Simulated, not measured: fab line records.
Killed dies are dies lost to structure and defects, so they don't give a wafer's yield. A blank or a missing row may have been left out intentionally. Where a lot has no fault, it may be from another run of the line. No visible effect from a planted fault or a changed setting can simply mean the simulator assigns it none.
Which tool was responsible?	flow gf180mcu	6 lots (18 wafers sampled), 1 step of a 602-step route

## WHAT THE GAUGES SHOWED, per wafer
GF_V1_OVL_MEAS_15.
lot	measured	on	V1_OVL (nm)
L363	day 18 15:49	overlay-02	1 0 -3
L367	day 20 10:17	overlay-01	-4 -12 1
L369	day 20 23:23	overlay-02	10 4 -7
L373	day 22 08:19	overlay-02	4 7 4
L379	day 24 15:59	overlay-02	2 0 -2
L384	day 26 10:14	overlay-02	-9 -12 -13

## WHICH TOOL RAN EACH LOT (tool, then ch and the chambers of the sampled wafers, then the start)
No process step before these readings appears in the record.

## THE ANSWER, worked out from the rows above alone
Rule: what is usual is taken from the lots themselves. The widest of any qualifying gaps counts: lots, ordered by their means at a reading, are off when they make up no more than a third of the lots, leave a main group of 4 or more, and stand apart from it by 3 or more times the standard deviation of that group's means. The tables above print the reading to a certain number of digits; a main group whose means all agree to those digits is not used. A lot without any number at a reading at which 4 lots or more have one is off too. Where the step has rows for the other lots, those lots are counted as sound.
None of the lots is off at any reading shown; this tells nothing.

## WHAT THE SIMULATOR HAD PUT IN
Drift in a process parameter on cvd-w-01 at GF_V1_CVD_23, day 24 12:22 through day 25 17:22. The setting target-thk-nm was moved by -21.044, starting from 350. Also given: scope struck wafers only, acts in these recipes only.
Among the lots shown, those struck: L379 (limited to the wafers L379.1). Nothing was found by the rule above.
